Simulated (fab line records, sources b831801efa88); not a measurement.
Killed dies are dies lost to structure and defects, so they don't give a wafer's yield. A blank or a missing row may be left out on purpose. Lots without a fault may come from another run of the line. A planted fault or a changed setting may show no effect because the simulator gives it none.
A struck lot beside a sound one | flow sky130 | 18 steps out of a route of 708
Sound: wafers L849.2, L849.3, L849.5. Struck: wafers L859.4, L859.5, L859.6. The cause comes at the end.
At each step with rows: each side's tool, then ch and its chambers, then its first start. Under that, the readings that differ: sound wafers | struck wafers | difference of the means | sigmas: that difference in standard deviations of wafers without a fault.
alike: readings whose means differ by less than 2 such deviations, and words and numbers that are the same on both sides. not compared: withheld readings, readings that some wafer has no value for, bounds like >300 that may hide the same value, and numbers for which the record gives no deviation and whose values overlap.
The two part at a step that has a row with sigmas, a row that says differs or no value, or rows on one side only. Numbers that don't overlap but have no deviation are shown without sigmas and don't part them. A reading that every wafer of one side lacks parts them only if that side has two wafers or more.

first, 1 step without rows for these wafers: SKY_VT_ADJUST_PCH_IMPLANT_08.
SKY_VT_ADJUST_PCH_STRIP_09: strips in O2/N2.
  sound on plasma_asher-01 ch 0,1, day 12 02:13; struck on plasma_asher-01 ch 0,1, day 14 20:45
  alike: drypump_motor_current_A, oes_product_au, strip_time_to_endpoint_s
  not compared: rf_hours_counter_h
SKY_VT_ADJUST_PCH_TW_MEAS_10:
  sound on film_metro-02, day 12 02:20; struck on film_metro-02, day 14 20:51
  alike: VT_ADJUST_PCH_TW
then, 7 steps without rows for these wafers: SKY_SONOS_TUNNEL_DEHYDRATE_00 (time 60 s); SKY_SONOS_TUNNEL_HMDS_01 (prime time 60 s); SKY_SONOS_TUNNEL_COAT_02 (resist thk 1140 nm); SKY_SONOS_TUNNEL_SOFTBAKE_03 (time 60 s); SKY_SONOS_TUNNEL_EXPOSE_04 (exposes mask TUNM, target cd 410 nm); SKY_SONOS_TUNNEL_PEB_05; SKY_SONOS_TUNNEL_DEVELOP_06 (develop time 60 s).
SKY_SONOS_TUNNEL_CD_MEAS_07: target cd 410 nm.
  sound on cd_sem-01, day 13 03:13; struck on cd_sem-02, day 15 21:53
  alike: cd_nm
SKY_SONOS_TUNNEL_OVL_MEAS_08:
  sound on overlay-01, day 13 03:19; struck on overlay-02, day 15 21:58
  alike: SONOS_TUNNEL_OVL
SKY_SONOS_TUNNEL_IMPLANT_09:
  sound on implanter-03 ch 0, day 13 03:22; struck on implanter-04 ch 0, day 15 22:03
  reading            | sound                         | struck                        | difference | sigmas
  dose_ions_cm2      | 9.982e+11 9.995e+11 9.989e+11 | 2.753e+11 2.759e+11 2.765e+11 | -7.230e+11 | -99 or more
  faraday_current_uA | 5.52 5.74 5.57                | 1.53 1.56 1.53                | -4.07      | -37
then, 2 steps without rows for these wafers: SKY_SONOS_TUNNEL_WET_ETCH_10 (etches SiO2 in dHF, target depth 14 nm, time 280 s); SKY_SONOS_TUNNEL_STRIP_11 (strips in SPM, time 600 s).
SKY_SONOS_TUNNEL_TW_MEAS_12:
  sound on film_metro-01, day 13 03:46; struck on film_metro-02, day 15 22:26
  reading         | sound             | struck            | difference | sigmas
  SONOS_TUNNEL_TW | 196.6 197.3 196.0 | 136.7 137.6 138.1 | -59.2      | -46
then, 1 step without rows for these wafers: SKY_SONOS_TUNNEL_CLEAN_13 (cleans in dHF, time 20 s).
-- the record jumps here: 33 days lie between the struck wafers' starts before and after (it left off in module SONOS_TUNNEL and takes up again in module PAD_OPEN, whose first step shown is number 708 of the route) --
SKY_PAD_OPEN_PROBE_99:
  sound on prober-02, day 47 08:59; struck on prober-02, day 48 23:23
  reading                                     | sound                   | struck                | difference | sigmas
  model.etest.tip_sonos.rs_ohm_sq             | 2699 2686 2658          | 2482 2531 2536        | -165       |
  model.etest.sonos_uncharged.r_on_ohm_um     | 810.4 813.8 802.5       | 740.5 747.5 751.2     | -62.5      |
  model.etest.sonos_programmed.off_log10_a_um | -13.88 -13.84 -14.05    | -11.67 -11.72 -11.42  | +2.32      |
  model.etest.sonos_programmed.vt_v (V)       | 1.412 1.391 1.389       | 1.242 1.313 1.258     | -0.126     |
  model.etest.sonos_baked.vt_v (V)            | 0.9151 0.9083 0.8751    | 0.6841 0.7752 0.7447  | -0.1648    |
  model.etest.sonos_uncharged.vt_v (V)        | -0.4429 -0.4344 -0.4414 | -0.6381 -0.619 -0.661 | -0.1998    |
  model.etest.sonos_erased.vt_v (V)           | -2.271 -2.297 -2.294    | -2.427 -2.495 -2.509  | -0.190     |
  alike: killed_at_M0_to_M3, killed_at_M4_up, killed_at_contacts, killed_at_front_end, killed_at_other, killed_dies, killed_open, killed_short

WHERE THEY PART
First at SKY_SONOS_TUNNEL_IMPLANT_09; last, within this record, at SKY_SONOS_TUNNEL_TW_MEAS_12. Later steps at which nothing parts them and some readings are alike: SKY_PAD_OPEN_PROBE_99.

WHY: what the simulator had put in
Process parameter drift: implanter-04, from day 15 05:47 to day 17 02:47, at SKY_SONOS_TUNNEL_IMPLANT_09. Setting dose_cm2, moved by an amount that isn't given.
